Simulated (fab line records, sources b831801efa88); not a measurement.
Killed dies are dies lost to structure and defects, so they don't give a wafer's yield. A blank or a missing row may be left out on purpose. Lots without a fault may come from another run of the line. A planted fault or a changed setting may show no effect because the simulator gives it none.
A struck lot beside a sound one | flow sky130 | 44 steps out of a route of 708
Sound: wafers L404.3, L404.5, L404.6. Struck: wafers L416.4, L416.5, L416.6. The cause comes at the end.
At each step with rows: each side's tool, then ch and its chambers, then its first start. Under that, the readings that differ: sound wafers | struck wafers | difference of the means | sigmas: that difference in standard deviations of wafers without a fault.
alike: readings whose means differ by less than 2 such deviations, and words and numbers that are the same on both sides. not compared: withheld readings, readings that some wafer has no value for, bounds like >300 that may hide the same value, and numbers for which the record gives no deviation and whose values overlap.
The two part at a step that has a row with sigmas, a row that says differs or no value, or rows on one side only. Numbers that don't overlap but have no deviation are shown without sigmas and don't part them. A reading that every wafer of one side lacks parts them only if that side has two wafers or more.

first, 2 steps without rows for these wafers: SKY_DNWELL_DEVELOP_06 (develop time 60 s); SKY_DNWELL_IMPLANT_07.
SKY_DNWELL_STRIP_08: strips in O2/N2.
  sound on plasma_asher-04 ch 0,1, day 3 18:37; struck on plasma_asher-01 ch 0,1, day 6 03:46
  alike: drypump_motor_current_A, oes_product_au, strip_time_to_endpoint_s
  not compared: rf_hours_counter_h
SKY_DNWELL_TW_MEAS_09:
  sound on film_metro-03, day 3 18:42; struck on film_metro-03, day 6 03:52
  alike: DNWELL_TW
then, 7 steps without rows for these wafers: SKY_PWDE_DEHYDRATE_00 (time 60 s); SKY_PWDE_HMDS_01 (prime time 60 s); SKY_PWDE_COAT_02 (resist thk 3000 nm); SKY_PWDE_SOFTBAKE_03; SKY_PWDE_EXPOSE_04 (exposes mask PWDEM, target cd 840 nm); SKY_PWDE_PEB_05; SKY_PWDE_DEVELOP_06 (develop time 60 s).
SKY_PWDE_OVL_MEAS_07:
  sound on overlay-01, day 4 11:46; struck on overlay-02, day 6 22:10
  alike: PWDE_OVL
SKY_PWDE_IMPLANT_08:
  sound on implanter-02 ch 0, day 4 11:50; struck on implanter-02 ch 0, day 6 22:15
  alike: faraday_current_uA
SKY_PWDE_STRIP_09: strips in O2/N2.
  sound on plasma_asher-04 ch 0,1, day 4 11:58; struck on plasma_asher-04 ch 0,1, day 6 22:22
  alike: drypump_motor_current_A, oes_product_au, strip_time_to_endpoint_s
  not compared: rf_hours_counter_h
SKY_PWDE_TW_MEAS_10:
  sound on film_metro-01, day 4 12:03; struck on film_metro-01, day 6 22:28
  alike: PWDE_TW
then, 7 steps without rows for these wafers: SKY_NWELL_DEHYDRATE_03 (time 60 s); SKY_NWELL_HMDS_04 (prime time 60 s); SKY_NWELL_COAT_05 (resist thk 3000 nm); SKY_NWELL_SOFTBAKE_06; SKY_NWELL_EXPOSE_07 (exposes mask NWM, target cd 840 nm); SKY_NWELL_PEB_08; SKY_NWELL_DEVELOP_09 (develop time 60 s).
SKY_NWELL_OVL_MEAS_10:
  sound on overlay-01, day 5 05:34; struck on overlay-01, day 7 17:03
  alike: NWELL_00_OVL
then, 3 steps without rows for these wafers: SKY_NWELL_IMPLANT_11; SKY_NWELL_IMPLANT_12; SKY_NWELL_IMPLANT_13.
SKY_NWELL_STRIP_14: strips in O2/N2.
  sound on plasma_asher-01 ch 0,1, day 5 06:04; struck on plasma_asher-04 ch 0,1, day 7 17:33
  alike: drypump_motor_current_A, oes_product_au, strip_time_to_endpoint_s
  not compared: rf_hours_counter_h
SKY_NWELL_TW_MEAS_15:
  sound on film_metro-01, day 5 06:09; struck on film_metro-04, day 7 17:38
  alike: NWELL_TW
then, 7 steps without rows for these wafers: SKY_NWELL_DEHYDRATE_16 (time 60 s); SKY_NWELL_HMDS_17 (prime time 60 s); SKY_NWELL_COAT_18 (resist thk 3000 nm); SKY_NWELL_SOFTBAKE_19; SKY_NWELL_EXPOSE_20 (exposes mask NWM COMPLEMENT, target cd 840 nm); SKY_NWELL_PEB_21; SKY_NWELL_DEVELOP_22 (develop time 60 s).
SKY_NWELL_OVL_MEAS_23:
  sound on overlay-01, day 5 23:56; struck on overlay-01, day 8 12:28
  alike: NWELL_01_OVL
then, 1 step without rows for these wafers: SKY_NWELL_IMPLANT_24.
SKY_NWELL_STRIP_25: strips in O2/N2.
  sound on plasma_asher-02 ch 0,1, day 6 00:09; struck on plasma_asher-01 ch 0,1, day 8 12:40
  alike: drypump_motor_current_A, oes_product_au, strip_time_to_endpoint_s
  not compared: rf_hours_counter_h
SKY_NWELL_TW_MEAS_26:
  sound on film_metro-04, day 6 00:14; struck on film_metro-01, day 8 12:46
  alike: NWELL_2_TW
then, 1 step without rows for these wafers: SKY_NWELL_CLEAN_27 (cleans in SC1/SC2, time 150 s).
SKY_NWELL_RTA_28: time 30 s.
  sound on rtp_anneal-01 ch 0, day 6 00:22; struck on rtp_anneal-02 ch 0, day 8 12:54
  alike: anneal_temp_c_max, lamp_power_pct, wafer_temp_C_max
SKY_NWELL_RS_MEAS_29: measures by four-point-probe.
  sound on film_metro-03, day 6 00:28; struck on film_metro-03, day 8 13:01
  alike: NWELL_RS
SKY_NWELL_RS_MEAS_31: measures by four-point-probe.
  sound on film_metro-03, day 6 00:42; struck on film_metro-03, day 8 13:15
  reading          | sound          | struck         | difference | sigmas
  PWDE_RS (ohm/sq) | 5232 5234 5259 | 5330 5315 5334 | +85        | +5
-- the record jumps here: 41 days lie between the struck wafers' starts before and after (it left off in module NWELL and takes up again in module PAD_OPEN, whose first step shown is number 708 of the route) --
SKY_PAD_OPEN_PROBE_99:
  sound on prober-02, day 46 08:05; struck on prober-02, day 49 16:31
  alike: killed_at_M0_to_M3, killed_at_M4_up, killed_at_contacts, killed_at_front_end, killed_at_other, killed_dies, killed_open, killed_short

WHERE THEY PART
Only at SKY_NWELL_RS_MEAS_31, within this record. Later steps at which nothing parts them and some readings are alike: SKY_PAD_OPEN_PROBE_99.

WHY: what the simulator had put in
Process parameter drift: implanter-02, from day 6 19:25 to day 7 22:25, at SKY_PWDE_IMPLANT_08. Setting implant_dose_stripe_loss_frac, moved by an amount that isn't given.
